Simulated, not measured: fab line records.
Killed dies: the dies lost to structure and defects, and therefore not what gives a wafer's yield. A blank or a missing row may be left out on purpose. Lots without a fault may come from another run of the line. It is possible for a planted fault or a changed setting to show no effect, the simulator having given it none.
Matching of chambers | flow sky130 | SKY_VIA4_CMP_21 on cmp-01: 4 sister chambers
The step polishes, stops on SiO2, t overpolish 25 s, target thk 0 nm. 4 wafers are shown with their chamber, then 7 later ones without.

## WAFERS WITH THEIR CHAMBER
wafer  | chamber | motor-current-A (A)
L165.4 | 3       | 10.0
L166.2 | 0       | 9.6
L167.1 | 1       | 12.3
L167.4 | 2       | 10.1

## WAFERS WITH NO CHAMBER GIVEN
wafer  | motor-current-A (A)
L167.5 | 11.9
L168.1 | 9.3
L168.5 | 12.5
L168.6 | 9.9
L172.4 | 12.9
L172.5 | 9.8
L172.6 | 10.3

## EACH ONE'S CHAMBER
wafer  | from the rows above          | in truth
L167.5 | 1                            | 1
L168.1 | can't be placed: 0 or 3 or 2 | 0
L168.5 | 1                            | 1
L168.6 | can't be placed: 3 or 2 or 0 | 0
L172.4 | 1                            | 1
L172.5 | can't be placed: 3 or 0 or 2 | 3
L172.6 | can't be placed: 2 or 3 or 0 | 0
Correct placement for 3 of the 7. Not placeable from these rows: 4 (in 4, the candidates include the true chamber). Wrongly placed: 0.
How it was worked out, from the rows above alone: a wafer's distance from a chamber is the root of the sum, over the readings, of the square of ((its reading less the chamber's mean) divided by the reading's scatter). If the next closest chamber is less than 2 further off than the closest, the wafer can't be placed; otherwise it belongs to the closest. For every chamber, the mean is computed from those of its wafers that are shown. The scatter (one wafer shown for each chamber): square how far every hidden wafer sits from the nearest shown wafer, average those squares and take the square root.
